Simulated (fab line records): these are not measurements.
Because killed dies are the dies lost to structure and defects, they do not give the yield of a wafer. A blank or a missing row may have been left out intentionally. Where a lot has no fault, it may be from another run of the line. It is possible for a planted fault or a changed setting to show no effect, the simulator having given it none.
What tool caused it?	flow sky130	33 wafers from 11 lots sampled at 5 of the route's 708 steps

WHAT EACH GAUGE READ, for each wafer
Not one reading of a measure or inspect step in the record can be checked against a usual standard deviation.

WHAT TOOL EACH LOT RAN ON (gives the tool, then ch and the chambers of the sampled wafers, and finally the start)
lot	SKY_LDD_LDN_STRIP_12	SKY_SD_P_IMPLANT_09	SKY_SD_P_STRIP_10	SKY_LI_CONTACT_ETCH_14	SKY_LI_CONTACT_STRIP_16
L249	plasma asher-03 ch 0,1, day 23 04:44	implanter-02 ch 0, day 25 17:40	plasma asher-01 ch 0,1, day 25 17:47	rie diel-04 ch 0,2, day 29 10:17	plasma asher-04 ch 0,1, day 29 10:25
L250	plasma asher-02 ch 0,1, day 23 21:38	implanter-04 ch 0, day 26 10:13	plasma asher-04 ch 1, day 26 10:20	rie diel-03 ch 1,2,3, day 30 01:09	plasma asher-02 ch 0,1, day 30 01:17
L253	plasma asher-02 ch 0,1, day 25 09:34	implanter-04 ch 0, day 27 22:00	plasma asher-04 ch 0,1, day 27 22:09	rie diel-03 ch 0,3, day 31 13:53	plasma asher-02 ch 0,1, day 31 14:01
L254	plasma asher-01 ch 0,1, day 25 19:41	implanter-04 ch 0, day 28 08:05	plasma asher-04 ch 0,1, day 28 08:13	rie diel-04 ch 1,2,3, day 31 22:32	plasma asher-03 ch 1, day 31 22:40
L260	plasma asher-03 ch 0,1, day 27 16:20	implanter-04 ch 0, day 30 03:18	plasma asher-04 ch 0,1, day 30 03:27	rie diel-02 ch 1,2, day 33 16:24	plasma asher-03 ch 0, day 33 16:32
L261	plasma asher-02 ch 0,1, day 27 18:25	implanter-04 ch 0, day 30 05:12	plasma asher-01 ch 0,1, day 30 05:21	rie diel-04 ch 0,1,2, day 33 18:41	plasma asher-04 ch 0,1, day 33 18:49
L264	plasma asher-03 ch 1, day 28 19:47	implanter-02 ch 0, day 31 05:55	plasma asher-04 ch 0, day 31 06:04	rie diel-02 ch 0,2,3, day 34 17:35	plasma asher-02 ch 0,1, day 34 17:43
L265	plasma asher-02 ch 0,1, day 29 07:31	implanter-02 ch 0, day 31 17:38	plasma asher-01 ch 0,1, day 31 17:44	rie diel-04 ch 0,1,2, day 35 03:55	plasma asher-03 ch 0,1, day 35 04:03
L268	plasma asher-01 ch 0,1, day 30 18:37	implanter-04 ch 0, day 33 05:08	plasma asher-02 ch 0,1, day 33 05:16	rie diel-03 ch 1,2,3, day 36 13:27	plasma asher-04 ch 0, day 36 13:35
L269	plasma asher-02 ch 0,1, day 30 19:13	implanter-02 ch 0, day 33 05:33	plasma asher-01 ch 0,1, day 33 05:42	rie diel-04 ch 0,2, day 36 13:48	plasma asher-02 ch 0,1, day 36 13:56
L270	plasma asher-03 ch 0,1, day 30 22:19	implanter-02 ch 0, day 33 06:34	plasma asher-04 ch 0,1, day 33 06:42	rie diel-03 ch 0,3, day 36 14:45	plasma asher-04 ch 0,1, day 36 14:55
- SKY_LDD_LDN_STRIP_12: strips in O2/N2.
- SKY_SD_P_IMPLANT_09
- SKY_SD_P_STRIP_10: strips in O2/N2.
- SKY_LI_CONTACT_ETCH_14: etches BARC in N2/H2, stops on SiO2, time 45.9 s, target depth 60 nm.
- SKY_LI_CONTACT_STRIP_16: strips in O2/N2.

AS READ BY THE TOOLS THEMSELVES (means over the sampled wafers that have a number; for cases with no such wafer, the mark the record gives instead)
SKY_LDD_LDN_STRIP_12.
lot	tool	drypump motor current A (A)	oes product au (a.u.)	strip time to endpoint s (s)
L249	plasma asher-03	5.8	0.716	14.18
L250	plasma asher-02	5.1	0.713	14.19
L253	plasma asher-02	5.4	0.712	14.20
L254	plasma asher-01	6.3	0.713	14.17
L260	plasma asher-03	5.8	0.713	14.21
L261	plasma asher-02	5.4	0.716	14.15
L264	plasma asher-03	5.7	0.718	14.16
L265	plasma asher-02	5.4	0.716	14.16
L268	plasma asher-01	6.2	0.722	14.16
L269	plasma asher-02	5.1	0.725	14.21
L270	plasma asher-03	5.9	0.717	14.18

SKY_SD_P_IMPLANT_09.
lot	tool	beam energy keV	dose ions cm2
L249	implanter-02	20.005	2.999e+15
L250	implanter-04	19.996	3.001e+15
L253	implanter-04	19.993	2.998e+15
L254	implanter-04	20.006	3.002e+15
L260	implanter-04	20.004	3.224e+15
L261	implanter-04	20.000	3.222e+15
L264	implanter-02	20.002	3.001e+15
L265	implanter-02	19.999	3.000e+15
L268	implanter-04	20.002	3.003e+15
L269	implanter-02	20.010	3.001e+15
L270	implanter-02	19.997	2.996e+15

SKY_SD_P_STRIP_10.
lot	tool	drypump motor current A (A)	oes product au (a.u.)	strip time to endpoint s (s)
L249	plasma asher-01	6.2	0.612	17.49
L250	plasma asher-04	5.6	0.618	17.51
L253	plasma asher-04	5.5	0.617	17.46
L254	plasma asher-04	5.5	0.613	17.48
L260	plasma asher-04	5.5	0.615	17.68
L261	plasma asher-01	6.3	0.615	17.67
L264	plasma asher-04	5.4	0.611	17.47
L265	plasma asher-01	6.3	0.615	17.50
L268	plasma asher-02	5.1	0.619	17.50
L269	plasma asher-01	6.3	0.619	17.48
L270	plasma asher-04	5.5	0.621	17.51

SKY_LI_CONTACT_ETCH_14.
lot	tool	drypump motor current A (A)	oes product au (a.u.)	throttle valve pct (%)
L249	rie diel-04	5.9	0.861	13.218
L250	rie diel-03	6.2	0.851	13.221
L253	rie diel-03	6.0	0.855	13.217
L254	rie diel-04	5.5	0.857	13.230
L260	rie diel-02	6.2	0.853	13.225
L261	rie diel-04	5.6	0.855	13.218
L264	rie diel-02	5.9	0.863	13.220
L265	rie diel-04	5.6	0.856	13.223
L268	rie diel-03	6.1	0.853	13.229
L269	rie diel-04	5.7	0.854	13.223
L270	rie diel-03	6.1	0.853	13.228

SKY_LI_CONTACT_STRIP_16.
lot	tool	drypump motor current A (A)	oes product au (a.u.)	strip time to endpoint s (s)
L249	plasma asher-04	5.5	0.377	3.47
L250	plasma asher-02	5.4	0.380	3.53
L253	plasma asher-02	5.1	0.374	3.53
L254	plasma asher-03	5.7	0.373	3.52
L260	plasma asher-03	6.0	0.376	3.50
L261	plasma asher-04	5.4	0.375	3.50
L264	plasma asher-02	5.4	0.375	3.50
L265	plasma asher-03	5.9	0.376	3.48
L268	plasma asher-04	5.4	0.377	3.54
L269	plasma asher-02	5.1	0.375	3.46
L270	plasma asher-04	5.5	0.377	3.54

THE ANSWER, worked out from the rows above alone
Rule: the lots themselves supply what counts as usual. Put in order of their means at a reading, lots are off if they are a third of the lots or fewer, leave a main group of 4 or more, and stand apart from it by a gap of 3 or more times the standard deviation of the main group's means; of several such gaps the widest counts. A main group whose means are all the same, to the digits that the tables above print for the reading, isn't used. Also off: a lot with no number at a reading for which 4 or more lots have one. Where the step has rows for the other lots, those lots are counted as sound. Order of review: gauges by route order, followed by the tools' own readings, for which a lot's mean as printed above is used. At the first step where some lot is off, the reading lying furthest off is the one used; lots without a number count as furthest.
Off, at SKY_SD_P_IMPLANT_09 on dose ions cm2: L260, L261. The main group: mean 3.000e+15, standard deviation 2e+12.
If a tool, at that step or one of the process steps before it, ran each lot that is off and ran no sound lot following the first of them, it fits. Not one of the candidates tried fits.

WHAT THE SIMULATOR HAD INSERTED
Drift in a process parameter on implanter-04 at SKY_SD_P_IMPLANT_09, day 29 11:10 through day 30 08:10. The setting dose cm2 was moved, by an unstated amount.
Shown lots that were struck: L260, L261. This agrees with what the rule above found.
